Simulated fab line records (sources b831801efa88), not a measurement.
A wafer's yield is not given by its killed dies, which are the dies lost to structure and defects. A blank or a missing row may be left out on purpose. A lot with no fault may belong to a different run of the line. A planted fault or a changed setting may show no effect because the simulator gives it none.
Matching of chambers -- flow gf180mcu -- GF_PASSIVATION_CVD_00 on pecvd-01: 3 sister chambers
The step deposits SiO2 from TEOS, target thk 1000 nm, time 111.95 s. 16 wafers are shown with their chamber, then 8 later ones without.

## WAFERS PAIRED WITH THEIR CHAMBERS
wafer,chamber,heater_power_w (W)
L805.2,0,628
L805.5,0,471
L805.6,2,822
L806.1,2,720
L806.2,0,534
L806.3,1,554
L807.2,2,831
L807.4,1,436
L807.5,2,680
L809.1,0,511
L809.2,2,842
L809.3,1,550
L813.2,1,485
L813.3,2,736
L813.5,0,588
L815.3,2,818

SIGNATURES (means of the wafers above)
reading,chamber 0,chamber 1,chamber 2,scatter within a chamber
heater_power_w,546.40,506.25,778.43,62.2
Rule: a wafer lies at a distance from a chamber equal to the root of the sum of squares, over the readings, of (its reading less the chamber's mean, divided by the reading's scatter). If the next closest chamber is less than 2 further off than the closest, the wafer can't be placed; otherwise it belongs to the closest. The scatter: take each reading less its chamber's mean, square it, sum over the shown wafers, divide by the number of wafers less the number of chambers, and take the root.

## WAFERS WHOSE CHAMBER IS MISSING
wafer,heater_power_w (W)
L815.4,475
L815.6,505
L820.2,855
L820.5,659
L820.6,614
L822.4,469
L822.5,811
L822.6,419

## EACH ONE'S CHAMBER
wafer,from the rows above,in truth
L815.4,can't be placed: 1 or 0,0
L815.6,can't be placed: 1 or 0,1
L820.2,2,2
L820.5,can't be placed: 0 or 2 or 1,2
L820.6,can't be placed: 0 or 1 or 2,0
L822.4,can't be placed: 1 or 0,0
L822.5,2,2
L822.6,can't be placed: 1 or 0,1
Correctly placed: 2 of 8. These rows do not allow placing 6 (true chamber among the candidates in 6). Wrongly placed: 0.
